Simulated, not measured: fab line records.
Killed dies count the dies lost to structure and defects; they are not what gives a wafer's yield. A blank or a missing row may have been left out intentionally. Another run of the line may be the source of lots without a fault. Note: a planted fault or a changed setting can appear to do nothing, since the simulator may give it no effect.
Problem report, 8D (eight disciplines) form, completed by code -- flow sky130 -- the parts of the form that need people (team, actions taken, sign-off) are left out

1. THE ISSUE
Wafers without a fault read 409.1 nm, standard deviation 2.2; cd-nm at SKY_SONOS_TUNNEL_CD_MEAS_07 reads a mean of 431.2 nm on 2 wafers belonging to 2 lots. Measured from the usual mean, that is +10 standard deviations.
The step: target cd 410 nm.
First observed at day 16 11:38: wafer L858.1, on cd-sem-02. The record holds 37 wafers of 13 lots with a number at this step. Rule for "out" (also "out of limits"): further than 4 standard deviations from the usual mean. All remaining wafers that have a number are taken as sound.

2. WHAT IT IS, WHAT IT ISN'T
question,is,is not
which readings at this step,cd-nm,-
which lots,"L858, L859","L844, L845, L846, L847, L848, L849, L850, L863, L865, L866, L867"
which wafers of those lots,"L858.1, L859.1","L858.4, L859.4"
read on which gauges,cd-sem-02,cd-sem-01
when,from day 16 11:38,"up to then (22 sound wafers); but 13 sound wafers of L859, L863, L865, L866, L867 came after"

3. SUSPECTS, AND WHAT RULES EACH OUT
Counting: if a tool at a process step up to the reading ran every lot that is out, it stays a suspect. Sound lots after the first of them don't rule it out here, since some wafers of a struck lot are sound.
- the gauge at SKY_SONOS_TUNNEL_CD_MEAS_07: kept. All the wafers that are out were read on cd-sem-02, and no step on other tools shows them out.
- litho-track-03 at SKY_SONOS_TUNNEL_DEVELOP_06 (develop time 60 s): kept. It processed each lot that is out (first: L858, day 16 11:29); up to then, its last sound lot is L846 (day 12 08:20).
Remaining after the count are litho-track-03 at SKY_SONOS_TUNNEL_DEVELOP_06 and cd-sem-02 at SKY_SONOS_TUNNEL_CD_MEAS_07.

4. THE CAUSE (what the simulator had put in)
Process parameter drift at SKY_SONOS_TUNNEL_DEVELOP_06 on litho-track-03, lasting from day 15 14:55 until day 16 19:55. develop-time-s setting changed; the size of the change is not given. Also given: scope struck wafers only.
This tool is one of the 2 suspects left after counting.

5. SEQUENCE OF EFFECTS, ordered by route
Each row: a reading whose mean over the struck wafers that have a number lies more than 3 standard deviations from the usual. Readings are gone through only where the record gives a usual standard deviation; hours: the median, over the lots, of the time from a lot's start at the first step in this table giving one to that lot's start at this step; sigmas: the change measured in usual standard deviations.
hours,step,reading,usual,on struck wafers,change,sigmas
0,SKY_SONOS_TUNNEL_CD_MEAS_07,cd-nm,409.1 nm,431.2,+22.1,+10
Later steps that measure or inspect, where all struck wafers having a row at the step show a number for every such reading and not one has moved that far: SKY_SONOS_ONO_THK_MEAS_01.

6. HOW IT WOULD HAVE BEEN CAUGHT EARLIER
Counted from the fault's start at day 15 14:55, it took 21 hours until the first out-of-limits reading at a measuring or inspecting step in this record, taken at day 16 11:38.
Lots out: 2; of these, L859 started SKY_SONOS_TUNNEL_DEVELOP_06 on litho-track-03 after day 16 11:38. A tool hold placed at that time would have kept it from harm.
